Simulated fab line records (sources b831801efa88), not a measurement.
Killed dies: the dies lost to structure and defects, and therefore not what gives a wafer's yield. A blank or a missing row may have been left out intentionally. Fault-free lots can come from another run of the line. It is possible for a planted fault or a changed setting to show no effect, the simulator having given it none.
Which tool is to blame? -- flow gf180mcu -- 10 lots, 30 wafers sampled, at 4 steps of a route of 602

## WHAT THE GAUGES READ, wafer by wafer
GF_M1_RS_MEAS_05: measures by four-point-probe.
lot,measured,on,M1_ALCU_RS (ohm/sq)
L499,day 16 08:00,filmMetro-02,0.0705 0.0699 0.0703
L500,day 16 18:38,filmMetro-01,0.0699 0.0699 0.0704
L501,day 17 09:27,filmMetro-01,0.0697 0.0689 0.0692
L507,day 19 13:46,filmMetro-01,0.0702 0.0690 0.0701
L509,day 20 07:21,filmMetro-02,0.0702 0.0702 0.0701
L515,day 22 07:58,filmMetro-02,0.0861 0.0876 0.0878
L516,day 22 14:01,filmMetro-03,0.0694 0.0696 0.0699
L517,day 22 23:04,filmMetro-03,0.0853 0.0858 0.0831
L520,day 23 23:35,filmMetro-01,0.0696 0.0689 0.0702
L521,day 24 03:17,filmMetro-03,0.0700 0.0705 0.0700

## EACH LOT AND THE TOOL THAT RAN IT (in order: tool; ch and the chambers of the sampled wafers; start)
lot,GF_SALICIDE_RTA_06,GF_SALICIDE_RTA_08,GF_M1_SPUTTER_02
L499,"rtpAnneal-01 ch 0, day 15 07:39","rtpAnneal-02 ch 0, day 15 07:50","pvdSputter-04, day 16 07:52"
L500,"rtpAnneal-01 ch 0, day 15 17:48","rtpAnneal-02 ch 0, day 15 17:59","pvdSputter-04, day 16 18:32"
L501,"rtpAnneal-01 ch 0, day 16 08:29","rtpAnneal-02 ch 0, day 16 08:41","pvdSputter-01, day 17 09:22"
L507,"rtpAnneal-02 ch 0, day 18 11:38","rtpAnneal-01 ch 0, day 18 11:50","pvdSputter-02, day 19 13:40"
L509,"rtpAnneal-02 ch 0, day 19 04:32","rtpAnneal-01 ch 0, day 19 04:44","pvdSputter-04, day 20 07:13"
L515,"rtpAnneal-01 ch 0, day 21 05:37","rtpAnneal-02 ch 0, day 21 05:49","pvdSputter-04, day 22 07:52"
L516,"rtpAnneal-01 ch 0, day 21 12:28","rtpAnneal-02 ch 0, day 21 12:40","pvdSputter-01, day 22 13:53"
L517,"rtpAnneal-02 ch 0, day 21 21:23","rtpAnneal-01 ch 0, day 21 21:35","pvdSputter-04, day 22 22:58"
L520,"rtpAnneal-02 ch 0, day 22 22:11","rtpAnneal-01 ch 0, day 22 22:23","pvdSputter-02, day 23 23:28"
L521,"rtpAnneal-02 ch 0, day 23 02:32","rtpAnneal-01 ch 0, day 23 02:45","pvdSputter-02, day 24 03:10"
- GF_SALICIDE_RTA_06: time 30 s.
- GF_SALICIDE_RTA_08: time 30 s.
- GF_M1_SPUTTER_02: material AlCu, target thk 450 nm, time 23.9 s.

## THE ANSWER, worked out from the rows above alone
Rule: the lots themselves supply what counts as usual. The widest of any qualifying gaps counts: lots, ordered by their means at a reading, are off when they make up no more than a third of the lots, leave a main group of 4 or more, and stand apart from it by 3 or more times the standard deviation of that group's means. Not used: any main group whose means are identical at the precision the tables above print for the reading. Also off: a lot with no number at a reading for which 4 or more lots have one. All remaining lots with rows at the step are treated as sound.
Off: at GF_M1_RS_MEAS_05 (M1_ALCU_RS), L515, L517. The main group: mean 0.0699 ohm/sq, standard deviation 0.00033.
A tool fits if, at a process step before that reading, it ran every lot that is off, and no sound lot after the first of them. Those tools and the gauges at GF_M1_RS_MEAS_05 are tried in the same way. One fits: pvdSputter-04 at GF_M1_SPUTTER_02. Its last sound lot is L509 (day 20 07:13), its first lot that is off L515 (day 22 07:52): a fault that began between those two fits.

## WHAT WAS PUT IN BY THE SIMULATOR
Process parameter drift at GF_M1_SPUTTER_02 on pvdSputter-04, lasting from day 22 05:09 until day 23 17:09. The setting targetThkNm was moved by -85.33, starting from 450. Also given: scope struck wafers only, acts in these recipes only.
Struck lots among those shown: L515, L517. The rule above found the same.
